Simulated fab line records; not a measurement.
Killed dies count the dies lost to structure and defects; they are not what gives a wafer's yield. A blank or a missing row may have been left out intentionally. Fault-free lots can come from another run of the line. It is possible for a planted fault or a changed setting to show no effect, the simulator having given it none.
Chamber matching || flow sky130 || SKY_VIA4_CMP_02 on cmp-01: 4 sister chambers
The step polishes SiO2. 14 wafers are shown with their chamber, then 7 later ones without.

## WAFERS PAIRED WITH THEIR CHAMBERS
{"wafer": "L407.2", "chamber": 2, "motor-current-A (A)": 14.0, "retaining-ring-pressure-frac": 1.002, "slurry-flow-ml-min": 149.8}
{"wafer": "L407.3", "chamber": 3, "motor-current-A (A)": 14.5, "retaining-ring-pressure-frac": 0.999, "slurry-flow-ml-min": 150.4}
{"wafer": "L407.4", "chamber": 1, "motor-current-A (A)": 10.7, "retaining-ring-pressure-frac": 0.998, "slurry-flow-ml-min": 149.8}
{"wafer": "L408.1", "chamber": 2, "motor-current-A (A)": 13.6, "retaining-ring-pressure-frac": 1.000, "slurry-flow-ml-min": 149.6}
{"wafer": "L408.2", "chamber": 3, "motor-current-A (A)": 14.9, "retaining-ring-pressure-frac": 0.992, "slurry-flow-ml-min": 149.1}
{"wafer": "L408.6", "chamber": 2, "motor-current-A (A)": 13.9, "retaining-ring-pressure-frac": 1.002, "slurry-flow-ml-min": 149.7}
{"wafer": "L411.3", "chamber": 3, "motor-current-A (A)": 15.2, "retaining-ring-pressure-frac": 1.009, "slurry-flow-ml-min": 149.1}
{"wafer": "L411.4", "chamber": 0, "motor-current-A (A)": 11.1, "retaining-ring-pressure-frac": 1.000, "slurry-flow-ml-min": 149.2}
{"wafer": "L411.5", "chamber": 3, "motor-current-A (A)": 14.0, "retaining-ring-pressure-frac": 1.001, "slurry-flow-ml-min": 150.4}
{"wafer": "L412.3", "chamber": 0, "motor-current-A (A)": 11.2, "retaining-ring-pressure-frac": 0.993, "slurry-flow-ml-min": 149.9}
{"wafer": "L412.4", "chamber": 2, "motor-current-A (A)": 13.6, "retaining-ring-pressure-frac": 1.007, "slurry-flow-ml-min": 151.0}
{"wafer": "L412.6", "chamber": 1, "motor-current-A (A)": 11.1, "retaining-ring-pressure-frac": 1.000, "slurry-flow-ml-min": 150.5}
{"wafer": "L416.2", "chamber": 3, "motor-current-A (A)": 15.1, "retaining-ring-pressure-frac": 1.001, "slurry-flow-ml-min": 150.6}
{"wafer": "L416.3", "chamber": 1, "motor-current-A (A)": 10.7, "retaining-ring-pressure-frac": 0.996, "slurry-flow-ml-min": 149.2}

SIGNATURES, as means of the wafers listed above
{"reading": "motor-current-A", "chamber 0": 11.150, "chamber 1": 10.833, "chamber 2": 13.775, "chamber 3": 14.740, "scatter within a chamber": 0.348}
{"reading": "retaining-ring-pressure-frac", "chamber 0": 0.99650, "chamber 1": 0.99800, "chamber 2": 1.00275, "chamber 3": 1.00040, "scatter within a chamber": 0.00454}
{"reading": "slurry-flow-ml-min", "chamber 0": 149.550, "chamber 1": 149.833, "chamber 2": 150.025, "chamber 3": 149.920, "scatter within a chamber": 0.682}
Rule: distance of a wafer from a chamber = root of the sum over the readings of ((wafer's reading minus chamber's mean) / reading's scatter) squared. The wafer belongs to the nearest chamber; if the next one is less than 2 further off, it can't be placed. The scatter: the root of (the sum of the squares of (reading less its chamber's mean) over the shown wafers, divided by (wafers less chambers)).

## WAFERS WITHOUT THEIR CHAMBER
{"wafer": "L416.5", "motor-current-A (A)": 13.6, "retaining-ring-pressure-frac": 0.993, "slurry-flow-ml-min": 150.2}
{"wafer": "L422.2", "motor-current-A (A)": 13.8, "retaining-ring-pressure-frac": 0.998, "slurry-flow-ml-min": 150.0}
{"wafer": "L422.3", "motor-current-A (A)": 10.8, "retaining-ring-pressure-frac": 1.003, "slurry-flow-ml-min": 149.3}
{"wafer": "L422.4", "motor-current-A (A)": 14.3, "retaining-ring-pressure-frac": 1.010, "slurry-flow-ml-min": 149.4}
{"wafer": "L423.1", "motor-current-A (A)": 14.2, "retaining-ring-pressure-frac": 0.996, "slurry-flow-ml-min": 149.8}
{"wafer": "L423.3", "motor-current-A (A)": 14.8, "retaining-ring-pressure-frac": 0.994, "slurry-flow-ml-min": 150.2}
{"wafer": "L423.6", "motor-current-A (A)": 13.3, "retaining-ring-pressure-frac": 1.000, "slurry-flow-ml-min": 150.3}

## WHICH CHAMBER EACH ONE RAN IN
{"wafer": "L416.5", "from the rows above": "can't be placed: 2 or 3", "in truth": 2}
{"wafer": "L422.2", "from the rows above": "can't be placed: 2 or 3", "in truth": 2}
{"wafer": "L422.3", "from the rows above": "can't be placed: 1 or 0", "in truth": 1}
{"wafer": "L422.4", "from the rows above": "can't be placed: 2 or 3", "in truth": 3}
{"wafer": "L423.1", "from the rows above": "can't be placed: 3 or 2", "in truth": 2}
{"wafer": "L423.3", "from the rows above": 3, "in truth": 3}
{"wafer": "L423.6", "from the rows above": 2, "in truth": 2}
Correctly placed: 2 of 7. From these rows, 5 cannot be placed; in 5 the true chamber is one of the candidates. Number placed wrongly: 0.
